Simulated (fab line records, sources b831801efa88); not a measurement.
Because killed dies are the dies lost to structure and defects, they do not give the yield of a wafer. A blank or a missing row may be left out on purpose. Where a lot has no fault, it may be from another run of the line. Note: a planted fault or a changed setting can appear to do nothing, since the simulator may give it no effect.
Check for tools in common | flow sky130 | Lots sampled 12, wafers sampled 36

## WHAT PROMPTED THE OPENING
SKY_VT_ADJUST_LVTN_TW_MEAS_10, reading VT_ADJUST_LVTN_TW: flagged on 3 of 12 lots. No-fault wafers: 239, standard deviation 4.3.
Rule: a lot gets a flag if all its wafers with a number sit over 4 standard deviations from that mean, or if no wafer of it has a number. The other lots count as sound.

lot  | measured     | on            | VT_ADJUST_LVTN_TW, wafer by wafer | flag
L671 | day 6 22:23  | film-metro-02 | 239 240 239                       |
L672 | day 7 06:08  | film-metro-01 | 235 237 236                       |
L673 | day 7 09:50  | film-metro-03 | 245 245 244                       |
L674 | day 7 14:44  | film-metro-02 | 291 293 292                       | FLAGGED
L676 | day 8 05:44  | film-metro-03 | 244 241 243                       |
L678 | day 9 02:46  | film-metro-01 | 289 287 289                       | FLAGGED
L679 | day 9 03:20  | film-metro-03 | 245 245 245                       |
L682 | day 10 00:39 | film-metro-01 | 289 288 288                       | FLAGGED
L687 | day 11 08:10 | film-metro-01 | 236 235 235                       |
L692 | day 12 21:01 | film-metro-03 | 245 245 245                       |
L691 | day 12 22:52 | film-metro-02 | 238 240 240                       |
L693 | day 13 01:41 | film-metro-03 | 246 247 247                       |
On average the flagged lots' numbers are 290, which is +51 against the usual, or +12 standard deviations.

## WHICH TOOL RAN EACH LOT
The record holds 1 process step before the reading, out of a route of 708 steps. Cell contents, in order: the tool; ch with the chambers the sampled wafers went through; the start.
lot  | flag    | SKY_VT_ADJUST_LVTN_IMPLANT_08
L671 |         | implanter-02 ch 0, day 6 22:08
L672 |         | implanter-01 ch 0, day 7 05:53
L673 |         | implanter-03 ch 0, day 7 09:35
L674 | FLAGGED | implanter-01 ch 0, day 7 14:10
L676 |         | implanter-02 ch 0, day 8 05:31
L678 | FLAGGED | implanter-03 ch 0, day 9 02:04
L679 |         | implanter-03 ch 0, day 9 03:05
L682 | FLAGGED | implanter-03 ch 0, day 10 00:05
L687 |         | implanter-01 ch 0, day 11 07:55
L692 |         | implanter-01 ch 0, day 12 20:47
L691 |         | implanter-01 ch 0, day 12 22:37
L693 |         | implanter-01 ch 0, day 13 01:26
What is done by these steps:
- SKY_VT_ADJUST_LVTN_IMPLANT_08
- SKY_VT_ADJUST_LVTN_TW_MEAS_10

## FLAGGED OVER TOTAL, TOOL BY TOOL (the gauges that took the reading come last)
step                          | tool          | lots run | flagged | share of the flagged lots | sound lots run after its first flagged lot
SKY_VT_ADJUST_LVTN_IMPLANT_08 | implanter-01  | 6        | 1       | some                      | 4 (L687,L692,L691,L693)
SKY_VT_ADJUST_LVTN_IMPLANT_08 | implanter-02  | 2        | 0       | none                      | -
SKY_VT_ADJUST_LVTN_IMPLANT_08 | implanter-03  | 4        | 2       | some                      | 1 (L679)
SKY_VT_ADJUST_LVTN_TW_MEAS_10 | film-metro-01 | 4        | 2       | some                      | 1 (L687)
SKY_VT_ADJUST_LVTN_TW_MEAS_10 | film-metro-02 | 3        | 1       | some                      | 1 (L691)
SKY_VT_ADJUST_LVTN_TW_MEAS_10 | film-metro-03 | 5        | 0       | none                      | -

## WHAT THE TABLE PERMITS
No row of the table ran every flagged lot.

## WHAT WAS PUT IN BY THE SIMULATOR
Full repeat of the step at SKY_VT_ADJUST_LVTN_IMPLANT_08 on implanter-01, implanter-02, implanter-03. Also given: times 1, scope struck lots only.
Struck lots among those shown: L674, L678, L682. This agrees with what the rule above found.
